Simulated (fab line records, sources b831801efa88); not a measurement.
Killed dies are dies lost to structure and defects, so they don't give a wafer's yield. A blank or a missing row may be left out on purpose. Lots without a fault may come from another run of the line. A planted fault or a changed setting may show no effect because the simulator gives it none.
Which tool did it? | flow sky130 | 6 lots, 18 wafers sampled, at 1 step of a route of 708

WHAT THE GAUGES READ, wafer by wafer
SKY_LDD_N_TW_MEAS_17.
lot  | measured     | on            | LDD_N_TW
L662 | day 18 22:29 | film_metro-03 | 2611 2590 2599
L665 | day 19 05:32 | film_metro-02 | 2628 2630 2631
L670 | day 21 04:40 | film_metro-01 | 2611 2614 2608
L671 | day 21 13:01 | film_metro-02 | 2623 2621 2616
L675 | day 23 06:55 | film_metro-02 | 2643 2640 2634
L681 | day 26 08:36 | film_metro-02 | 2641 2625 2619

WHICH TOOL RAN EACH LOT (tool, then ch and the chambers of the sampled wafers, then the start)
The record holds no process step before these readings.

THE ANSWER, worked out from the rows above alone
Rule: what is usual is taken from the lots themselves. Put in order of their means at a reading, lots are off if they are a third of the lots or fewer, leave a main group of 4 or more, and stand apart from it by a gap of 3 or more times the standard deviation of the main group's means; of several such gaps the widest counts. A main group whose means are all the same, to the digits that the tables above print for the reading, isn't used. A lot without any number at a reading at which 4 lots or more have one is off too. The other lots that the step has rows for count as sound.
No lot is off at any reading shown: from this, nothing can be told.

WHAT THE SIMULATOR HAD PUT IN
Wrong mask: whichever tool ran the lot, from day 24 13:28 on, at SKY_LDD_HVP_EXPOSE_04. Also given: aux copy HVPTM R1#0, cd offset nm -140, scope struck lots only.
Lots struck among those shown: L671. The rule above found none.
